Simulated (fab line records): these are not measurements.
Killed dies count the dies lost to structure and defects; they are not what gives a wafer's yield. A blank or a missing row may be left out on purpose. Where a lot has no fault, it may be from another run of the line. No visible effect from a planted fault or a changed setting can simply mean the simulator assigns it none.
A struck lot beside a sound one | flow sky130 | 18 out of 708 route steps
Sound: these wafers, L912.4, L912.5, L912.6. Struck: wafer L918.1. (L918.5 of the same lot was not struck and is left out.) The cause comes at the end.
Each step with rows lists, per side, the tool, then ch with its chambers, then its first start. Under that, the readings that differ: sound wafers | struck wafers | difference of the means | sigmas: that difference in standard deviations of wafers without a fault.
alike: words and numbers the same on both sides, and readings whose means are apart by under 2 such deviations; not compared: readings that were withheld, readings missing a value for some wafer, numbers with overlapping values and no deviation given by the record, and bounds like >300 which may hide the same value.
The two part at a step that has a row with sigmas, a row that says differs or no value, or rows on one side only. Numbers that have no deviation but don't overlap get no sigmas and don't part them. Lack of a reading on every wafer of one side parts them only where that side has two or more wafers.

first, 1 step without rows for these wafers: SKY_FIELD_ISO_DEVELOP_12 (develop time 60 s).
SKY_FIELD_ISO_CD_MEAS_13 targets a cd of 150 nm.
  sound on cdSem-01 at day 4 09:33; struck on cdSem-01 at day 5 15:29
  alike: cdNm
SKY_FIELD_ISO_ETCH_14: etches BARC in N2/H2, stops on SiO2, time 45.9 s, target depth 60 nm.
  sound on rieDiel-02 ch 2,3, day 4 09:37; struck on rieDiel-04 ch 0, day 5 15:37
  alike: drypumpMotorCurrentA, oesProductAu, throttleValvePct
  not compared: rfHoursCounterH
SKY_FIELD_ISO_ETCH_15: etches the open film in CHF3/O2, stops on Si, target depth 180 nm, time 72 s.
  sound on rieDiel-02 ch 2,3, day 4 09:40; struck on rieDiel-04 ch 0, day 5 15:39
  alike: chf3FlowSccm, drypumpMotorCurrentA, oesProductAu, throttleValvePct
  not compared: rfHoursCounterH
SKY_FIELD_ISO_STRIP_16: strips in O2/N2.
  sound on plasmaAsher-04 ch 0,1, day 4 09:45; struck on plasmaAsher-02 ch 0, day 5 15:43
reading             | sound | struck | difference                   | sigmas
rfHoursCounterH (h) | - - - | 30     | no value on the sound wafers | 
  alike: drypumpMotorCurrentA, oesProductAu, stripTimeToEndpointS
SKY_FIELD_ISO_ETCH_17: etches Si in HBr/Cl2/O2, target depth 342 nm, time 97.7 s.
  sound on rieSi-01 ch 0,1,3, day 4 09:49; struck on rieSi-01 ch 2, day 5 15:49
  alike: drypumpMotorCurrentA, heBacksideLeakSccm, oesProductAu, throttleValvePct
  not compared: rfHoursCounterH
then, 5 steps without rows for these wafers: SKY_FIELD_ISO_WET_ETCH_18 (etches Si3N4 in H3PO4, target depth 25 nm, time 286 s); SKY_FIELD_ISO_CLEAN_19 (cleans in SC1/SC2, time 150 s); SKY_FIELD_ISO_CLEAN_20 (cleans in dHF, time 20 s); SKY_FIELD_ISO_WET_ETCH_21 (etches SiO2 in dHF, target depth 20 nm, time 400 s); SKY_FIELD_ISO_OXIDATION_22 (stabilise 600 s, purge 300 s, target thk 10 nm).
SKY_FIELD_ISO_THK_MEAS_23:
  sound on filmMetro-01 at day 4 11:56; struck on filmMetro-01 at day 5 18:04
  alike: FIELD_ISO_OXIDATION_01_THK
SKY_FIELD_ISO_CVD_24: deposits SiO2, target thk 595 nm, time 99.2 s.
  sound on hdpcvd-01 ch 0,1,2, day 4 11:59; struck on hdpcvd-01 ch 0, day 5 18:07
reading                                   | sound             | struck | difference | sigmas
model.SiO2_of_FIELD_ISO_CVD_24.thkNm (nm) | 597.2 590.3 601.2 | 833.7  | +237.5     | 
SKY_FIELD_ISO_THK_MEAS_25:
  sound on filmMetro-03 at day 4 12:04; struck on filmMetro-02 at day 5 18:11
reading                   | sound       | struck | difference | sigmas
FIELD_ISO_CVD_24_THK (nm) | 597 590 601 | 834    | +238       | +45
then, 1 step without rows for these wafers: SKY_FIELD_ISO_ANNEAL_26 (time 1800 s).
SKY_FIELD_ISO_CMP_27: polishes, stops on Si3N4, t overpolish 16 s, target thk 457.8 nm.
  sound on cmp-01 ch 1,2,3, day 4 13:41; struck on cmp-02 ch 0, day 5 19:51
reading             | sound       | struck | difference | sigmas
timeToEndpointS (s) | 108 111 110 | 155    | +45        | +11
  alike: headPressurePsi, motorCurrentA
then, 1 step without rows for these wafers: SKY_FIELD_ISO_WET_ETCH_28 (etches SiO2 in dHF, target depth 23.7 nm, time 47 s).
SKY_PAD_OPEN_PROBE_99:
  the record holds rows for the sound wafers here (prober-01, day 48 04:42) but none for the struck ones

== WHERE THEY PART ==
Earliest at SKY_FIELD_ISO_STRIP_16; latest, in this record, at SKY_PAD_OPEN_PROBE_99.

WHY: whatever the simulator had introduced
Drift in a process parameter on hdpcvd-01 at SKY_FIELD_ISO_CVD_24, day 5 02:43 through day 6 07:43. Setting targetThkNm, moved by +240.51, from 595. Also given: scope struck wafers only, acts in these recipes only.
